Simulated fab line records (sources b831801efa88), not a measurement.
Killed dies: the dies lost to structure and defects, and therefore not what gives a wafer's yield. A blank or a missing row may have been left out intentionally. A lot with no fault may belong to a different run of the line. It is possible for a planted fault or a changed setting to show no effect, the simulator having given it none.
Which tool did it? -- flow sky130 -- 7 lots, 21 wafers sampled, at 1 step of a route of 708

== WHAT EACH GAUGE READ, for each wafer ==
SKY_VT_ADJUST_HVTP_CD_MEAS_07: target cd 380 nm.
lot,measured,on,cdNm (nm)
L594,day 7 01:51,cdSem-02,378.5 380.3 379.1
L598,day 8 07:09,cdSem-02,381.6 383.2 381.0
L603,day 9 01:53,cdSem-01,382.7 380.0 382.2
L606,day 9 14:38,cdSem-02,377.9 381.1 380.4
L613,day 11 04:30,cdSem-01,375.6 376.9 379.1
L615,day 11 13:50,cdSem-02,382.2 385.4 384.2
L617,day 12 05:30,cdSem-02,376.9 376.4 376.6

== WHAT TOOL EACH LOT RAN ON (gives the tool, then ch and the chambers of the sampled wafers, and finally the start) ==
Before these readings, the record contains no process step.

== THE ANSWER, worked out from the rows above alone ==
Rule: usual is defined by the lots themselves. Put in order of their means at a reading, lots are off if they are a third of the lots or fewer, leave a main group of 4 or more, and stand apart from it by a gap of 3 or more times the standard deviation of the main group's means; of several such gaps the widest counts. Not used: any main group whose means are identical at the precision the tables above print for the reading. Also off: a lot with no number at a reading for which 4 or more lots have one. The other lots that the step has rows for count as sound.
Nothing can be told from this: no lot is off at any reading shown.

== WHAT WAS PUT IN BY THE SIMULATOR ==
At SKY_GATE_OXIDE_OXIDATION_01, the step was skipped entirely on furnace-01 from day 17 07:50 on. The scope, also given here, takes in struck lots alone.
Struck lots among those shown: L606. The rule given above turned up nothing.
